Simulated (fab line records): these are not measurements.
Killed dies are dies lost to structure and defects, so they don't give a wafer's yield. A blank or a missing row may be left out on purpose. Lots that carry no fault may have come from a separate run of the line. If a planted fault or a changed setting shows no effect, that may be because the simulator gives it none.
Which of the tools did it? + flow sky130 + 24 lots, 72 wafers sampled, at 3 steps of a route of 708

== WHAT EACH GAUGE READ, for each wafer ==
SKY_VT_ADJUST_PCH_TW_MEAS_10.
| lot  | measured     | on            | VT_ADJUST_PCH_TW  |
|------|--------------|---------------|-------------------|
| L074 | day 10 11:34 | film-metro-04 | 145.2 145.1 144.8 |
| L075 | day 10 19:40 | film-metro-04 | 145.4 146.0 145.0 |
| L076 | day 11 03:35 | film-metro-04 | 144.8 145.0 145.8 |
| L077 | day 11 11:09 | film-metro-02 | 139.7 139.8 140.0 |
| L078 | day 11 19:55 | film-metro-01 | 142.9 140.9 142.0 |
| L079 | day 11 22:13 | film-metro-04 | 145.4 144.7 146.1 |
| L080 | day 12 10:46 | film-metro-02 | 140.2 141.1 141.4 |
| L081 | day 12 17:05 | film-metro-04 | 145.0 144.9 145.3 |
| L082 | day 12 20:49 | film-metro-04 | 145.8 145.7 145.3 |
| L083 | day 13 00:50 | film-metro-04 | 145.6 145.7 144.8 |
| L084 | day 13 12:19 | film-metro-04 | 144.9 145.6 145.2 |
| L085 | day 13 22:50 | film-metro-04 | 144.9 146.0 145.2 |
| L086 | day 14 02:07 | film-metro-01 | 142.6 141.6 141.6 |
| L087 | day 14 10:31 | film-metro-02 | 140.6 141.2 140.5 |
| L088 | day 14 22:22 | film-metro-01 | 141.3 142.4 142.3 |
| L089 | day 15 09:11 | film-metro-01 | 141.9 141.3 141.6 |
| L090 | day 15 17:04 | film-metro-02 | 139.3 140.2 139.5 |
| L091 | day 15 17:37 | film-metro-02 | 140.4 139.9 140.2 |
| L092 | day 15 21:43 | film-metro-04 | 144.2 144.7 144.9 |
| L093 | day 16 10:33 | film-metro-01 | 142.3 142.6 143.3 |
| L094 | day 16 21:31 | film-metro-02 | 140.7 140.8 140.3 |
| L095 | day 17 07:02 | film-metro-01 | 142.4 142.2 142.6 |
| L096 | day 17 16:00 | film-metro-02 | 140.6 139.9 139.6 |
| L097 | day 18 01:18 | film-metro-04 | 144.7 144.7 143.9 |

SKY_POLY_GATE_THK_MEAS_21.
| lot  | measured     | on            | POLY_GATE_OXIDATION_THK (nm) |
|------|--------------|---------------|------------------------------|
| L074 | day 16 10:19 | film-metro-02 | 3.97 3.95 3.94               |
| L075 | day 16 23:31 | film-metro-04 | 4.11 4.03 4.05               |
| L076 | day 17 05:39 | film-metro-04 | 4.05 4.00 3.99               |
| L077 | day 17 18:57 | film-metro-02 | 3.94 3.99 3.89               |
| L078 | day 18 01:53 | film-metro-02 | 3.90 3.92 3.91               |
| L079 | day 18 11:17 | film-metro-02 | 4.03 4.06 4.08               |
| L080 | day 18 22:21 | film-metro-02 | 4.07 4.09 4.06               |
| L081 | day 19 07:04 | film-metro-04 | 3.96 4.00 3.94               |
| L082 | day 19 11:52 | film-metro-01 | 3.93 3.93 3.94               |
| L083 | day 19 15:35 | film-metro-02 | 3.99 4.17 4.08               |
| L084 | day 20 05:18 | film-metro-01 | 3.92 3.95 3.97               |
| L085 | day 20 18:20 | film-metro-01 | 4.10 4.06 4.06               |
| L086 | day 20 19:38 | film-metro-02 | 3.91 3.99 3.99               |
| L087 | day 21 03:05 | film-metro-02 | 3.92 3.89 3.81               |
| L088 | day 21 20:20 | film-metro-02 | 4.02 3.85 3.94               |
| L089 | day 22 04:07 | film-metro-04 | 3.83 3.88 3.82               |
| L090 | day 22 15:01 | film-metro-01 | 4.11 4.06 4.16               |
| L091 | day 22 16:28 | film-metro-04 | 4.06 4.08 4.10               |
| L092 | day 22 20:44 | film-metro-04 | 3.92 3.98 3.90               |
| L093 | day 23 09:08 | film-metro-01 | 3.99 4.04 3.98               |
| L094 | day 23 21:08 | film-metro-02 | 4.17 4.10 4.00               |
| L095 | day 24 08:02 | film-metro-04 | 4.02 3.99 3.95               |
| L096 | day 24 12:53 | film-metro-04 | 4.15 4.09 4.04               |
| L097 | day 25 02:25 | film-metro-02 | 3.78 3.83 3.79               |

SKY_LDD_HVN_OVL_MEAS_07.
| lot  | measured     | on         | LDD_HVN_OVL (nm) |
|------|--------------|------------|------------------|
| L074 | day 20 05:34 | overlay-01 | 0.2 1.6 4.3      |
| L075 | day 20 19:25 | overlay-01 | -0.4 1.9 1.1     |
| L076 | day 21 02:05 | overlay-01 | -1.5 -1.9 -2.4   |
| L077 | day 21 15:52 | overlay-01 | -1.0 -0.1 -0.9   |
| L078 | day 22 00:02 | overlay-01 | 0.7 -1.1 -1.9    |
| L079 | day 22 07:47 | overlay-01 | 2.5 1.6 1.7      |
| L080 | day 22 19:40 | overlay-02 | 0.1 -1.0 -1.3    |
| L081 | day 23 03:56 | overlay-01 | 0.7 0.0 0.0      |
| L082 | day 23 08:52 | overlay-02 | 1.9 0.7 1.3      |
| L083 | day 23 13:41 | overlay-01 | -2.4 0.2 -1.6    |
| L084 | day 24 01:53 | overlay-01 | -1.0 -1.1 0.3    |
| L085 | day 24 14:29 | overlay-01 | 1.3 1.3 -0.2     |
| L086 | day 24 15:25 | overlay-01 | -0.5 -1.4 1.0    |
| L087 | day 24 23:07 | overlay-02 | 1.2 1.6 1.2      |
| L088 | day 25 15:28 | overlay-01 | 2.2 1.1 1.0      |
| L089 | day 25 22:02 | overlay-01 | 0.3 1.5 1.5      |
| L090 | day 26 09:38 | overlay-01 | -0.1 -1.1 -0.6   |
| L091 | day 26 11:37 | overlay-01 | 1.5 0.0 0.1      |
| L092 | day 26 13:28 | overlay-02 | -1.0 0.4 1.5     |
| L093 | day 27 02:28 | overlay-02 | -1.1 -0.3 0.5    |
| L094 | day 27 13:40 | overlay-01 | 0.1 -0.8 1.0     |
| L095 | day 28 01:35 | overlay-02 | 1.6 2.3 0.8      |
| L096 | day 28 05:25 | overlay-02 | 2.5 3.3 0.7      |
| L097 | day 28 19:08 | overlay-02 | 2.5 0.9 -0.2     |

== WHICH TOOL RAN EACH LOT (tool, then ch and the chambers of the sampled wafers, then the start) ==
The record shows no process step preceding these readings.

== WHAT THE TOOLS THEMSELVES READ (means of the sampled wafers that have a number; where no wafer has one, the mark that the record gives instead) ==
The record holds no such reading with a usual standard deviation.

== THE ANSWER, worked out from the rows above alone ==
Rule: the usual values come from the lots themselves. The widest of any qualifying gaps counts: lots, ordered by their means at a reading, are off when they make up no more than a third of the lots, leave a main group of 4 or more, and stand apart from it by 3 or more times the standard deviation of that group's means. A main group whose means are all the same, to the digits that the tables above print for the reading, isn't used. Also off: a lot with no number at a reading for which 4 or more lots have one. Any other lot the step has rows for is counted as sound. First the gauges in route order, then the tools' own readings, where a lot's mean is used as printed above. At the first step where some lot is off, the reading lying furthest off is the one used; lots without a number count as furthest.
No lot is off on any of the readings shown, so nothing can be concluded from this.

== WHAT THE SIMULATOR HAD INSERTED ==
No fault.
